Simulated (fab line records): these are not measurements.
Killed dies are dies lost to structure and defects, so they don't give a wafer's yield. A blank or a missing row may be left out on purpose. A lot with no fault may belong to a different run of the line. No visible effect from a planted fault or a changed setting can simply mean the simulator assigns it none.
Which of the tools did it? ; flow sky130 ; Sampling: 12 lots, 36 wafers, 2 of 708 route steps

## WHAT THE GAUGES READ, wafer by wafer
SKY_LDD_N_TW_MEAS_17.
lot;measured;on;LDD_N_TW
L074;day 17 18:27;film metro-02;2547 2540 2555
L077;day 18 19:50;film metro-02;2533 2522 2535
L080;day 20 16:21;film metro-03;2598 2608 2598
L081;day 20 20:14;film metro-02;2573 2555 2563
L083;day 21 06:09;film metro-04;2621 2616 2616
L085;day 22 11:39;film metro-02;2557 2558 2559
L087;day 23 05:08;film metro-03;2594 2581 2590
L089;day 23 14:49;film metro-03;2599 2593 2601
L091;day 24 04:58;film metro-04;2592 2598 2598
L093;day 24 23:42;film metro-03;2613 2623 2617
L095;day 25 09:35;film metro-04;2615 2585 2603
L097;day 26 07:01;film metro-03;2594 2610 2610

## WHICH TOOL RAN EACH LOT (tool, then ch and the chambers of the sampled wafers, then the start)
lot;SKY_POLY_GATE_STRIP_18
L074;plasma asher-04 ch 0,1, day 16 11:14
L077;plasma asher-03 ch 0,1, day 17 09:28
L080;plasma asher-04 ch 0,1, day 19 00:02
L081;plasma asher-02 ch 0,1, day 19 09:17
L083;plasma asher-03 ch 0,1, day 19 20:59
L085;plasma asher-04 ch 0,1, day 21 02:14
L087;plasma asher-03 ch 0,1, day 21 20:22
L089;plasma asher-02 ch 0,1, day 22 05:52
L091;plasma asher-03 ch 0,1, day 22 20:20
L093;plasma asher-04 ch 0,1, day 23 15:19
L095;plasma asher-02 ch 0,1, day 24 01:04
L097;plasma asher-02 ch 0,1, day 24 20:52
- SKY_POLY_GATE_STRIP_18: strips in O2/N2.

## THE ANSWER, worked out from the rows above alone
Rule: what is usual is taken from the lots themselves. The widest of any qualifying gaps counts: lots, ordered by their means at a reading, are off when they make up no more than a third of the lots, leave a main group of 4 or more, and stand apart from it by 3 or more times the standard deviation of that group's means. A main group whose means are all the same, to the digits that the tables above print for the reading, isn't used. A lot without any number at a reading at which 4 lots or more have one is off too. The other lots that the step has rows for count as sound.
Nothing can be told from this: no lot is off at any reading shown.

## WHAT THE SIMULATOR PUT IN
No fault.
